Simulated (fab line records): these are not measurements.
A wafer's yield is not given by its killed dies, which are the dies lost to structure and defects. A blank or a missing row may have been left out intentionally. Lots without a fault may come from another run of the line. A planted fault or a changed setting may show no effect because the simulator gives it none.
fab line records	flow sky130
record: lots: 6	wafers: 18	last-day: 50
route steps=708 shown LDD_N@252 LDD_P@255 LDD_HVN@267 PAD_OPEN@708
lots untouched by any fault: they come from a run of this same line in which no faults occurred
start-h: hours from the record's first day to the start of the lot's first wafer shown	wait-h: time in hours since the lot's previous step	" as in the row above	L1.1+2: a row that stands for several wafers	- either no value or no given start	* or withheld: withheld	< > ~ a bound
route shown NAME@n: NAME is a module with steps in the file, n the number in the route of the first one	usual: the fault-free wafers' mean and standard deviation	same: alike in all rows	chamber/n: place in a boat	sites: each site's reading	_std_site: their standard deviation	_edge_site: inner sites' mean taken away from outer sites' mean	radius-mm: how far each site lies from the wafer's centre	mask NAME#n: copy n	behind: the last tool/chamber to shape the wafer	hold: the reason the lot was held/the length of the hold in hours/how it ended	device: names the non-switching transistor (n, p or np)	end of line: at the end of the route, the tests of the same wafers	where a step has no rows: the recipe by itself	killed: not the wafer's yield, but the dies lost to structure and defects at the first sort	map: per-die view of a wafer (x killed, . not killed, _ where there is no die)
set.NAME: setting as actually run; set.NAME@STEP: the setting as run at that earlier step	model.NAME: the simulator's own value behind a step, which no gauge read
lots at selected steps of the route; one table per step, one row per wafer
services: from which hour (start-h, from the record's first day; less than 0 if before it) a tool's chamber was out of use, for how many hours, and why
== steps ==
step: SKY_LDD_N_IMPLANT_15
recipe: species: BF2	energy-kev: 50	dose-cm2: 5e+12	tilt-deg: 30	rotation-deg: 270
step: SKY_LDD_N_STRIP_16
recipe: chemistry: O2/N2	power-w: 1400	pressure-mtorr: 1500	platen-temp-c: withheld	o2-flow-sccm: 3000	n2-flow-sccm: 300	overash-fraction: 0.5
usual: drypump-motor-current-A: 5.7/0.47	oes-product-au: 0.406/0.0043	strip-time-to-endpoint-s: 4.311/0.014
lot.wafer	tool	chamber	start-h	wait-h	drypump-motor-current-A	oes-product-au	rf-hours-counter-h	strip-time-to-endpoint-s
L144.3	plasma-asher-04	0	497.60	0.1	5.6	0.400	-	4.310
L144.4	"	1	"	"	4.9	0.408	-	4.309
L144.6	"	1	"	"	4.9	0.407	-	4.316
L151.1	plasma-asher-03	1	554.38	0.1	6.3	0.400	43	4.313
L151.2	"	0	"	"	6.2	0.405	43	4.296
L151.5	"	1	"	"	6.2	0.405	-	4.315
L152.1	plasma-asher-04	0	566.75	0.1	5.6	0.409	14	4.332
L152.3	"	1	"	"	4.9	0.409	-	4.339
L152.6	"	0	"	"	5.6	0.407	-	4.331
L153.1	plasma-asher-04	1	571.58	0.1	4.9	0.405	14	4.299
L153.4	"	0	"	"	5.6	0.411	-	4.324
L153.6	"	1	"	"	4.9	0.407	-	4.316
L154.3	plasma-asher-01	0	581.50	0.1	5.7	0.408	-	4.323
L154.4	"	1	"	"	5.3	0.413	-	4.314
L154.5	"	0	"	"	5.7	0.404	-	4.336
L159.1	plasma-asher-01	1	624.43	0.1	5.3	0.401	83	4.310
L159.2	"	0	"	"	5.7	0.405	83	4.321
L159.6	"	0	"	"	5.7	0.400	-	4.300
step: SKY_LDD_N_TW_MEAS_17
usual: LDD_N_TW: 2552/16
lot.wafer	tool	chamber	start-h	wait-h	LDD_N_TW
L144.3	film-metro-03	-	497.69	0.1	2551
L144.4	"	-	"	"	2555
L144.6	"	-	"	"	2571
L151.1	film-metro-01	-	554.48	0.1	2561
L151.2	"	-	"	"	2568
L151.5	"	-	"	"	2553
L152.1	film-metro-03	-	566.85	0.1	2537
L152.3	"	-	"	"	2530
L152.6	"	-	"	"	2543
L153.1	film-metro-03	-	571.68	0.1	2539
L153.4	"	-	"	"	2546
L153.6	"	-	"	"	2535
L154.3	film-metro-02	-	581.59	0.1	2529
L154.4	"	-	"	"	2543
L154.5	"	-	"	"	2541
L159.1	film-metro-01	-	624.53	0.1	2553
L159.2	"	-	"	"	2572
L159.6	"	-	"	"	2553
step: SKY_LDD_P_DEHYDRATE_00
recipe: temp-c: 200	time-s: 60
step: SKY_LDD_P_HMDS_01
recipe: prime-time-s: 60	prime-temp-c: 120
step: SKY_LDD_P_COAT_02
recipe: resist: NOVOLAK	spin-rpm: 3000	resist-thk-nm: 1140
step: SKY_LDD_P_SOFTBAKE_03
recipe: temp-c: 90	time-s: 60	resist: NOVOLAK
step: SKY_LDD_P_EXPOSE_04
recipe: mask-id: PSDM	na: 0.6	source-shape: conventional	sigma-outer: 0.6	polarization: unpolarized	target-cd-nm: 380	dose-mj: 138
step: SKY_LDD_P_PEB_05
recipe: temp-c: withheld	time-s: *	resist: NOVOLAK
step: SKY_LDD_P_DEVELOP_06
recipe: resist: NOVOLAK	developer: TMAH	develop-time-s: 60	dev-temp-c: 23
step: SKY_LDD_P_CD_MEAS_07
recipe: target-cd-nm: 380
usual: cd-nm: 379.8/2.7
lot.wafer	tool	chamber	start-h	wait-h	cd-nm
L144.3	cd-sem-02	-	527.47	0.1	379.9
L144.4	"	-	"	"	378.7
L144.6	"	-	"	"	380.1
L151.1	cd-sem-02	-	583.68	0.1	381.0
L151.2	"	-	"	"	380.6
L151.5	"	-	"	"	378.9
L152.1	cd-sem-02	-	595.78	0.1	380.6
L152.3	"	-	"	"	380.6
L152.6	"	-	"	"	382.0
L153.1	cd-sem-01	-	600.63	0.1	376.0
L153.4	"	-	"	"	375.4
L153.6	"	-	"	"	377.9
L154.3	cd-sem-01	-	611.07	0.1	382.0
L154.4	"	-	"	"	381.8
L154.5	"	-	"	"	382.5
L159.1	cd-sem-02	-	652.83	0.1	380.5
L159.2	"	-	"	"	382.1
L159.6	"	-	"	"	382.6
step: SKY_LDD_P_OVL_MEAS_08
usual: LDD_P_OVL: 0.3/1.5
lot.wafer	tool	chamber	start-h	wait-h	LDD_P_OVL[nm]
L144.3	overlay-02	-	527.57	0.1	-1.6
L144.4	"	-	"	"	-1.8
L144.6	"	-	"	"	-1.6
L151.1	overlay-02	-	583.80	0.1	-2.3
L151.2	"	-	"	"	-2.4
L151.5	"	-	"	"	-1.1
L152.1	overlay-02	-	595.90	0.1	1.1
L152.3	"	-	"	"	-0.5
L152.6	"	-	"	"	-0.4
L153.1	overlay-01	-	600.75	0.1	-1.7
L153.4	"	-	"	"	-0.1
L153.6	"	-	"	"	-1.7
L154.3	overlay-01	-	611.16	0.1	0.4
L154.4	"	-	"	"	0.2
L154.5	"	-	"	"	-1.3
L159.1	overlay-01	-	652.95	0.1	-1.5
L159.2	"	-	"	"	-2.8
L159.6	"	-	"	"	-1.5
step: SKY_LDD_P_IMPLANT_09
recipe: species: BF2	energy-kev: 25	dose-cm2: 1e+13	tilt-deg: withheld
usual: beam-energy-keV: 24.999/0.0062
lot.wafer	tool	chamber	start-h	wait-h	beam-energy-keV
L144.3	implanter-01	0	527.64	0.1	24.996
L144.4	"	0	"	"	24.999
L144.6	"	0	"	"	24.995
L151.1	implanter-04	0	583.84	0.0	25.006
L151.2	"	0	"	"	25.002
L151.5	"	0	"	"	24.996
L152.1	implanter-04	0	595.94	0.0	24.984
L152.3	"	0	"	"	24.995
L152.6	"	0	"	"	24.992
L153.1	implanter-04	0	600.79	0.0	25.004
L153.4	"	0	"	"	25.003
L153.6	"	0	"	"	24.996
L154.3	implanter-02	0	611.24	0.1	24.999
L154.4	"	0	"	"	24.995
L154.5	"	0	"	"	24.995
L159.1	implanter-02	0	652.99	0.0	24.994
L159.2	"	0	"	"	24.997
L159.6	"	0	"	"	24.999
step: SKY_LDD_P_STRIP_10
recipe: chemistry: O2/N2	power-w: 1400	pressure-mtorr: 1500	platen-temp-c: withheld	o2-flow-sccm: 3000	n2-flow-sccm: 300	overash-fraction: 0.5
usual: drypump-motor-current-A: 5.5/0.38	oes-product-au: 0.715/0.0045	strip-time-to-endpoint-s: 14.18/0.044
lot.wafer	tool	chamber	start-h	wait-h	drypump-motor-current-A	oes-product-au	rf-hours-counter-h	strip-time-to-endpoint-s
L144.3	plasma-asher-04	0	527.77	0.1	5.6	0.720	-	14.19
L144.4	"	1	"	"	4.9	0.709	-	14.23
L144.6	"	1	"	"	4.9	0.727	-	14.20
L151.1	plasma-asher-02	0	583.99	0.1	5.8	0.712	82	14.16
L151.2	"	1	"	"	6.0	0.713	82	14.20
L151.5	"	1	"	"	6.0	0.715	-	14.21
L152.1	plasma-asher-01	0	596.09	0.1	5.6	0.719	80	14.18
L152.3	"	0	"	"	5.7	0.716	-	14.13
L152.6	"	0	"	"	5.7	0.723	-	14.17
L153.1	plasma-asher-02	1	600.94	0.1	6.1	0.721	83	14.21
L153.4	"	0	"	"	5.8	0.722	-	14.26
L153.6	"	1	"	"	6.1	0.711	-	14.27
L154.3	plasma-asher-04	1	611.37	0.1	4.9	0.712	-	14.25
L154.4	"	0	"	"	5.6	0.718	-	14.20
L154.5	"	0	"	"	5.6	0.715	-	14.21
L159.1	plasma-asher-02	1	653.14	0.1	6.0	0.719	88	14.19
L159.2	"	0	"	"	5.8	0.712	88	14.19
L159.6	"	0	"	"	5.8	0.704	-	14.19
step: SKY_LDD_P_TW_MEAS_11
usual: LDD_P_TW: 631/5.9
lot.wafer	tool	chamber	start-h	wait-h	LDD_P_TW
L144.3	film-metro-04	-	527.86	0.1	636
L144.4	"	-	"	"	637
L144.6	"	-	"	"	641
L151.1	film-metro-01	-	584.09	0.1	630
L151.2	"	-	"	"	629
L151.5	"	-	"	"	632
L152.1	film-metro-04	-	596.19	0.1	585
L152.3	"	-	"	"	589
L152.6	"	-	"	"	590
L153.1	film-metro-01	-	601.04	0.1	579
L153.4	"	-	"	"	577
L153.6	"	-	"	"	576
L154.3	film-metro-04	-	611.46	0.1	640
L154.4	"	-	"	"	636
L154.5	"	-	"	"	638
L159.1	film-metro-03	-	653.24	0.1	624
L159.2	"	-	"	"	625
L159.6	"	-	"	"	629
step: SKY_LDD_HVN_DEHYDRATE_00
recipe: temp-c: 200	time-s: 60
step: SKY_PAD_OPEN_PROBE_99
usual: killed_at_M0_to_M3: 43/7.8	killed_at_M4_up: 3.2/1.9	killed-at-contacts: 24/5	killed-at-front-end: 14/4.5	killed-at-other: 0.2/0.41	killed-dies: 84/9.6	killed-open: 47/6.9	killed-short: 38/6
same: gross-dies: 492	killed-at-back-side: 0
lot.wafer	tool	chamber	start-h	wait-h	killed_at_M0_to_M3	killed_at_M4_up	killed-at-contacts	killed-at-front-end	killed-at-other	killed-dies	killed-open	killed-short	model.etest.tip-p.rs-ohm-sq-range	model.etest.tip-p.rs-ohm-sq	model.etest.tip-p.rs-ohm-sq-rim-less-centre	model.etest.pfet_01v8.drive-ua-um	model.etest.pfet_01v8.drive-ua-um-range	model.etest.pfet_01v8_hvt.drive-ua-um	model.etest.pfet_01v8.drive-ua-um-rim-less-centre	model.etest.pfet_01v8.off-log10-a-um
L144.3	prober-02	-	1132.20	0.2	48	2	31	28	0	109	67	42	207.5	6862	-114.1	184.5	8.046	136.9	-0.6801	-10.24
L144.4	prober-02	-	1132.25	0.2	47	2	25	21	0	95	57	38	211.8	6931	-133.9	184.4	8.386	136.9	1.679	-10.18
L144.6	prober-02	-	1132.35	0.2	61	3	25	15	0	104	59	45	236.9	6922	-188.1	180.1	6.461	134.5	-0.5811	-10.52
L151.1	prober-01	-	1175.02	0.1	23	6	21	14	0	64	33	31	110.2	6884	-32.38	188.5	6.548	138.9	4.143	-9.739
L151.2	prober-01	-	1175.07	0.1	53	2	24	21	1	101	59	42	172.7	6874	86.67	189.7	5.932	141.8	2.215	-9.572
L151.5	prober-01	-	1175.22	0.2	36	1	23	19	0	79	42	37	133.1	6852	16.5	191	6.55	142	5.347	-9.601
L152.1	prober-02	-	1177.94	0.1	59	3	26	15	0	103	59	44	4619	1.102e+04	-2114	196.1	15.5	145.8	3.553	-9.754
L152.3	prober-02	-	1178.04	0.2	39	3	22	12	0	76	46	30	4544	1.09e+04	-1866	187.5	15.34	138	9.76	-10.05
L152.6	prober-02	-	1178.19	0.2	51	6	22	10	0	89	52	37	4234	1.091e+04	-2121	192.2	11.75	143.9	6.199	-9.823
L153.1	prober-01	-	1180.10	0.1	43	3	21	12	0	79	43	36	4161	1.081e+04	-1983	179.8	15.05	134.4	7.574	-10.52
L153.4	prober-01	-	1180.25	0.2	35	1	23	23	0	82	44	38	4135	1.086e+04	-1983	184.3	15.72	137	7.803	-10.12
L153.6	prober-01	-	1180.35	0.2	48	2	19	17	0	86	46	40	4107	1.08e+04	-2038	186	13.18	139.9	3.959	-9.861
L154.3	prober-02	-	1186.60	0.2	44	2	21	14	1	82	50	32	108.8	6931	-36.55	187.9	11.12	138.8	5.813	-9.965
L154.4	prober-02	-	1186.65	0.2	38	2	31	15	0	86	44	42	156.2	6907	-48.18	190.8	7.862	142.4	4.798	-9.709
L154.5	prober-02	-	1186.70	0.2	42	1	27	14	0	84	48	36	161.1	6932	39.32	190	11.46	143.3	9.373	-10.08
L159.1	prober-01	-	1207.56	0.1	48	4	20	11	0	83	52	31	105.4	6889	78.38	193.4	7.752	143.5	5.996	-10.03
L159.2	prober-01	-	1207.61	0.1	41	1	26	24	0	92	57	35	124.6	6886	2.341	188.4	8.19	139.9	1.75	-10.15
L159.6	prober-01	-	1207.81	0.2	52	6	24	12	0	94	53	41	214	6928	161.3	183.2	4.269	136.7	3.578	-10.43
killed by level:class
L144.3 CONTACT:geometric-particle:open=14 FIELD_ISO:geometric-particle:open=10 POLY_GATE:geometric-particle:short=9 VIA2:geometric-particle:open=9 VIA3:geometric-particle:open=9 VIA1:geometric-particle:open=7 FIELD_ISO:geometric-particle:short=6 LI_CONTACT:geometric-particle:open=6
L144.4 VIA1:geometric-particle:open=11 CONTACT:geometric-particle:open=10 FIELD_ISO:geometric-particle:open=9 VIA2:geometric-particle:open=9 VIA3:geometric-particle:open=7 CONTACT:geometric-particle:short=6 VIA1:geometric-particle:short=6 LI_CONTACT:geometric-particle:open=5
L144.6 VIA1:geometric-particle:open=14 VIA2:geometric-particle:open=9 VIA3:geometric-particle:open=8 VIA1:geometric-particle:short=8 LI_CONTACT:geometric-particle:open=7 CONTACT:geometric-particle:open=6 POLY_GATE:geometric-particle:open=6 POLY_GATE:geometric-particle:short=5
L151.1 CONTACT:geometric-particle:open=7 CONTACT:geometric-particle:short=5 POLY_GATE:geometric-particle:open=4 LI_CONTACT:geometric-particle:open=4 VIA1:geometric-particle:short=4 VIA3:geometric-particle:open=4 METAL4:geometric-particle:short=4 POLY_GATE:geometric-particle:short=3
L151.2 VIA1:geometric-particle:open=17 METAL1:geometric-particle:short=11 LI_CONTACT:geometric-particle:open=9 VIA2:geometric-particle:open=6 POLY_GATE:geometric-particle:open=5 METAL2:geometric-particle:short=5 VIA3:geometric-particle:open=5 FIELD_ISO:geometric-particle:open=4
L151.5 LI_CONTACT:geometric-particle:open=7 METAL1:geometric-particle:short=7 VIA2:geometric-particle:open=7 CONTACT:geometric-particle:open=6 VIA3:geometric-particle:open=6 METAL3:geometric-particle:short=4 POLY_GATE:geometric-particle:short=4 SPACER:geometric-particle:short=4
L152.1 VIA1:geometric-particle:open=15 METAL2:geometric-particle:short=10 LI_CONTACT:geometric-particle:open=10 CONTACT:geometric-particle:open=9 VIA2:geometric-particle:open=7 METAL1:geometric-particle:short=7 VIA3:geometric-particle:open=5 POLY_GATE:geometric-particle:open=4
L152.3 VIA1:geometric-particle:open=14 CONTACT:geometric-particle:open=10 LOCAL_INTERCONNECT:geometric-particle:short=6 VIA2:geometric-particle:open=6 FIELD_ISO:geometric-particle:short=4 POLY_GATE:geometric-particle:open=4 METAL3:geometric-particle:short=4 LI_CONTACT:geometric-particle:open=3
L152.6 VIA1:geometric-particle:open=14 VIA2:geometric-particle:open=13 LI_CONTACT:geometric-particle:open=7 VIA1:geometric-particle:short=7 METAL2:geometric-particle:short=5 CONTACT:geometric-particle:open=5 FIELD_ISO:geometric-particle:open=4 LI_CONTACT:geometric-particle:short=4
L153.1 CONTACT:geometric-particle:open=14 VIA1:geometric-particle:open=11 METAL2:geometric-particle:short=9 METAL1:geometric-particle:short=5 VIA2:geometric-particle:open=5 POLY_GATE:geometric-particle:short=4 VIA2:geometric-particle:short=3 LI_CONTACT:geometric-particle:open=3
L153.4 LI_CONTACT:geometric-particle:open=10 VIA1:geometric-particle:open=7 VIA3:geometric-particle:open=7 FIELD_ISO:geometric-particle:short=6 POLY_GATE:geometric-particle:open=6 METAL1:geometric-particle:short=5 CONTACT:geometric-particle:open=4 METAL2:geometric-particle:short=4
L153.6 METAL1:geometric-particle:short=8 FIELD_ISO:geometric-particle:short=7 CONTACT:geometric-particle:open=7 VIA3:geometric-particle:open=7 VIA1:geometric-particle:open=6 METAL2:geometric-particle:short=6 VIA2:geometric-particle:open=6 FIELD_ISO:geometric-particle:open=5
L154.3 VIA1:geometric-particle:open=11 CONTACT:geometric-particle:open=8 VIA3:geometric-particle:open=8 LI_CONTACT:geometric-particle:open=6 METAL3:geometric-particle:short=5 VIA1:geometric-particle:short=5 VIA2:geometric-particle:open=5 VIA3:geometric-particle:short=4
L154.4 LI_CONTACT:geometric-particle:open=12 CONTACT:geometric-particle:open=8 VIA1:geometric-particle:short=7 VIA1:geometric-particle:open=6 METAL2:geometric-particle:short=6 POLY_GATE:geometric-particle:short=5 VIA2:geometric-particle:short=5 CONTACT:geometric-particle:short=4
L154.5 VIA1:geometric-particle:open=9 CONTACT:geometric-particle:open=8 LI_CONTACT:geometric-particle:open=6 CONTACT:geometric-particle:short=6 VIA2:geometric-particle:open=6 METAL1:geometric-particle:short=5 VIA3:geometric-particle:open=5 POLY_GATE:geometric-particle:open=4
L159.1 VIA1:geometric-particle:open=14 VIA3:geometric-particle:open=10 VIA1:geometric-particle:short=8 LI_CONTACT:geometric-particle:open=6 VIA2:geometric-particle:open=6 CONTACT:geometric-particle:open=5 LOCAL_INTERCONNECT:geometric-particle:short=4 CONTACT:geometric-particle:short=4
L159.2 POLY_GATE:geometric-particle:open=9 VIA1:geometric-particle:open=9 VIA2:geometric-particle:open=9 LI_CONTACT:geometric-particle:open=8 CONTACT:geometric-particle:open=7 FIELD_ISO:geometric-particle:open=6 LOCAL_INTERCONNECT:geometric-particle:short=5 CONTACT:geometric-particle:short=5
L159.6 VIA1:geometric-particle:open=11 METAL2:geometric-particle:short=11 LI_CONTACT:geometric-particle:open=10 CONTACT:geometric-particle:open=9 VIA2:geometric-particle:open=6 VIA3:geometric-particle:open=6 FIELD_ISO:geometric-particle:short=4 CONTACT:geometric-particle:short=4
== services ==
tool	chamber	start-h	hours	kind
plasma-asher-03	-	474.88	5.8	pm
implanter-04	-	492.94	60.8	repair
plasma-asher-04	-	519.57	1.4	repair
implanter-01	-	520.17	5.8	repair
plasma-asher-02	-	532.78	2.8	pm
plasma-asher-02	-	541.63	0.8	repair
plasma-asher-02	-	547.93	28.2	repair
implanter-02	-	553.15	4.6	pm
implanter-01	-	561.01	6.6	repair
implanter-01	-	580.25	1.7	repair
implanter-02	-	580.81	10.6	repair
plasma-asher-04	-	595.59	1.7	repair
implanter-01	-	608.84	3.5	repair
plasma-asher-04	-	630.75	2.6	repair
== key ==
first-sign: step: SKY_LDD_P_TW_MEAS_11	reading: LDD_P_TW	direction: down	sigmas: 8.3	usual: 631	struck: 583
effect none on later readings
model-effect: step: SKY_PAD_OPEN_PROBE_99	value: etest.tip-p.rs-ohm-sq-range	without: 193.9	struck: 4300
met-at SKY_LDD_P_IMPLANT_09
struck-wafers L152.1,L152.3,L152.6,L153.1,L153.4,L153.6
tester-left-out L152,L153
onset-between 583.84 595.94
also-fits SKY_LDD_N_STRIP_16:plasma-asher-04
fault: kind: process-parameter-drift	tool: implanter-04	chamber: -	onset-h: 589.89	steps: SKY_LDD_P_IMPLANT_09	channel: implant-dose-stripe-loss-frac	offset: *	shape: step	end-h: 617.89
tester-left-out: of these lots the tester's yield and bins aren't shown, on N5 and GAA mostly nor the transistor test; their killed dies are dies lost to structure and defects alone, not to doping, threshold or leakage, so they don't give the yield
